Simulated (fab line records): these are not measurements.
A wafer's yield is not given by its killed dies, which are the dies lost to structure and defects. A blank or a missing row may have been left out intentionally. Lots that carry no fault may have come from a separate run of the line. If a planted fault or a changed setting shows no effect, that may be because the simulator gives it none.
Struck lot and sound lot, side by side    flow sky130    44 out of 708 route steps
Sound: the wafers L875.2, L875.4, L875.5. Struck: wafers L891.2, L891.3, L891.6. Last of all comes the cause.
For every step that has rows: the tool of each side, followed by ch and its chambers, followed by its first start. Under that, the readings that differ: sound wafers    struck wafers    difference of the means    sigmas: that difference in standard deviations of wafers without a fault.
alike: readings whose means differ by less than 2 such deviations, and words and numbers that are the same on both sides. not compared: withheld readings, readings that some wafer has no value for, bounds like >300 that may hide the same value, and numbers for which the record gives no deviation and whose values overlap.
The two part at a step that has a row with sigmas, a row that says differs or no value, or rows on one side only. Numbers that don't overlap but have no deviation are shown without sigmas and don't part them. A reading that every wafer of one side lacks parts them only if that side has two wafers or more.

first, 4 steps without rows for these wafers: SKY_VIA2_CLEAN_18 (cleans in IPA, time 180 s); SKY_VIA2_CLEAN_19 (cleans in O3/DIW); SKY_VIA2_SPUTTER_20 (material TiN, target thk 20 nm, time 80 s); SKY_VIA2_CVD_21 (deposits W, target thk 420 nm, time 126.4 s).
SKY_VIA2_RS_MEAS_22: measures by four-point-probe.
  sound on filmMetro-03 at day 37 16:13; struck on filmMetro-03 at day 41 23:40
  alike: VIA2_W_RS
SKY_VIA2_THK_MEAS_23: measures by xrf.
  sound on filmMetro-03 at day 37 16:19; struck on filmMetro-03 at day 41 23:46
  alike: VIA2_W_THK
then, 1 step without rows for these wafers: SKY_VIA2_CMP_24 (polishes, stops on SiO2, t overpolish 20 s, target thk 0 nm).
SKY_METAL3_SPUTTER_00: material Ti, target thk 15 nm, time 10 s.
  sound on pvdSputter-01 at day 37 16:40; struck on pvdSputter-01 at day 42 00:07
  alike: chamberPressurePa, throttleValvePct
then, 2 steps without rows for these wafers: SKY_METAL3_SPUTTER_01 (material TiN, target thk 20 nm, time 16.7 s); SKY_METAL3_SPUTTER_02 (material AlCu, target thk 735 nm, time 39.1 s).
SKY_METAL3_SPUTTER_03: material Ti, target thk 5 nm, time 3.3 s.
  sound on pvdSputter-01 at day 37 16:46; struck on pvdSputter-01 at day 42 00:13
  alike: chamberPressurePa, throttleValvePct
SKY_METAL3_SPUTTER_04: material TiN, target thk 70 nm, time 58.3 s.
  sound on pvdSputter-01 at day 37 16:46; struck on pvdSputter-01 at day 42 00:14
  alike: chamberPressurePa, throttleValvePct
SKY_CAPM_CVD_00: deposits SiO2, target thk 15.5 nm.
  sound on pecvd-03 ch 0,1,2, day 37 16:49; struck on pecvd-02 ch 0,1, day 42 00:17
reading                               sound           struck             difference  sigmas
model.SiO2_of_CAPM_CVD_00.thkNm (nm)  15.24 16.08 16  13.82 13.78 13.92  -1.93       
  alike: heaterPowerW
SKY_CAPM_THK_MEAS_01:
  sound on filmMetro-04 at day 37 16:51; struck on filmMetro-04 at day 42 00:19
reading               sound              struck             difference  sigmas
CAPM_CVD_00_THK (nm)  15.31 16.09 15.96  13.80 13.78 13.91  -1.96       -7
then, 1 step without rows for these wafers: SKY_CAPM_SPUTTER_02 (material TiN, target thk 200 nm, time 166.7 s).
SKY_CAPM_RS_MEAS_03: measures by four-point-probe.
  sound on filmMetro-03 at day 37 17:02; struck on filmMetro-03 at day 42 00:29
  alike: CAPM_TIN_RS
SKY_CAPM_THK_MEAS_04: measures by xrf.
  sound on filmMetro-03 at day 37 17:08; struck on filmMetro-03 at day 42 00:36
  alike: CAPM_TIN_THK
then, 7 steps without rows for these wafers: SKY_CAPM_DEHYDRATE_05 (time 60 s); SKY_CAPM_HMDS_06 (prime time 60 s); SKY_CAPM_COAT_07 (resist thk 1140 nm); SKY_CAPM_SOFTBAKE_08 (time 60 s); SKY_CAPM_EXPOSE_09 (exposes mask CAPM, target cd 1000 nm); SKY_CAPM_PEB_10; SKY_CAPM_DEVELOP_11 (develop time 60 s).
SKY_CAPM_OVL_MEAS_12:
  sound on overlay-01 at day 38 19:00; struck on overlay-02 at day 43 00:24
reading        sound           struck       difference  sigmas
CAPM_OVL (nm)  -1.7 -2.3 -1.4  1.0 1.6 1.2  +3.1        +2
SKY_CAPM_METAL_ETCH_13: etches TiN in Cl2/BCl3, stops on SiO2, target depth 220 nm, time 62.9 s.
  sound on rieMetal-04 ch 1, day 38 19:02; struck on rieMetal-04 ch 0,1, day 43 00:26
  alike: drypumpMotorCurrentA, oesProductAu, throttleValvePct
  not compared: rfHoursCounterH
then, 12 steps without rows for these wafers: SKY_CAPM_STRIP_14 (strips in O2/N2); SKY_CAPM_STRIP_15 (strips in post etch residue remover, time 1200 s); SKY_CAPM_CLEAN_16 (cleans in IPA, time 180 s); SKY_CAPM_CLEAN_17 (cleans in O3/DIW); SKY_METAL3_DEHYDRATE_05 (time 60 s); SKY_METAL3_HMDS_06 (prime time 60 s); SKY_METAL3_COAT_07 (resist thk 60 nm); SKY_METAL3_COAT_08 (resist thk 1140 nm); SKY_METAL3_SOFTBAKE_09 (time 90 s); SKY_METAL3_EXPOSE_10 (exposes mask MM3, target cd 300 nm); SKY_METAL3_PEB_11; SKY_METAL3_DEVELOP_12 (develop time 60 s).
SKY_METAL3_CD_MEAS_13: target cd 300 nm.
  sound on cdSem-01 at day 39 21:14; struck on cdSem-02 at day 44 00:08
  alike: cdNm
SKY_METAL3_OVL_MEAS_14:
  sound on overlay-02 at day 39 21:20; struck on overlay-01 at day 44 00:14
  alike: METAL3_OVL
then, 1 step without rows for these wafers: SKY_METAL3_DESCUM_15 (chemistry O2, time 8 s).
SKY_METAL3_ETCH_16: etches BARC in N2/H2, stops on SiO2, time 88.2 s, target depth 60 nm.
  sound on rieMetal-01 ch 1, day 39 21:28; struck on rieMetal-04 ch 0,1, day 44 00:19
  alike: drypumpMotorCurrentA, oesProductAu, throttleValvePct
  not compared: rfHoursCounterH
SKY_METAL3_ETCH_17: etches SiO2 in C4F8/O2/Ar, stops on TiN, time 3.9 s, target depth 15 nm.
  sound on rieDiel-01 ch 1,2,3, day 39 21:38; struck on rieDiel-02 ch 1,2,3, day 44 00:24
reading                  sound              struck             difference  sigmas
oesProductAu (a.u.)      0.755 0.770 0.771  0.718 0.727 0.710  -0.047      -6
model.etch.depthNm (nm)  15.24 16.08 16     13.82 13.78 13.92  -1.93       
-- the record jumps here: 6 days lie between the struck wafers' starts before and after (it left off in module METAL3 and takes up again in module PAD_OPEN, whose first step shown is number 708 of the route) --
SKY_PAD_OPEN_PROBE_99:
  sound on prober-01 at day 47 02:05; struck on prober-01 at day 50 09:44
reading                           sound                 struck               difference  sigmas
model.etest.capMim.bvV (V)        13.73 15.01 14.38     12.57 12.25 12.09    -2.07       
model.etest.capMim.leakLog10ACm2  -8.814 -9.039 -9.012  -8.461 -8.732 -8.42  +0.417      
model.etest.capMim.cFfUm2         2.375 2.261 2.274     2.627 2.634 2.599    +0.317      
  alike: defectLimitedYield, killed_at_M0_to_M3, killed_at_M4_up, killedAtContacts, killedAtFrontEnd, killedAtOther, killedDies, killedOpen, killedShort, sort_bin_3_pad_short, sort_bin_5_function, sort_bin_6_memory, sortNPass, sortYieldPct

## WHERE THEY PART
First at SKY_CAPM_THK_MEAS_01; last, within this record, at SKY_METAL3_ETCH_17. Later steps at which nothing parts them and some readings are alike: SKY_PAD_OPEN_PROBE_99.

WHY: what the simulator had put in
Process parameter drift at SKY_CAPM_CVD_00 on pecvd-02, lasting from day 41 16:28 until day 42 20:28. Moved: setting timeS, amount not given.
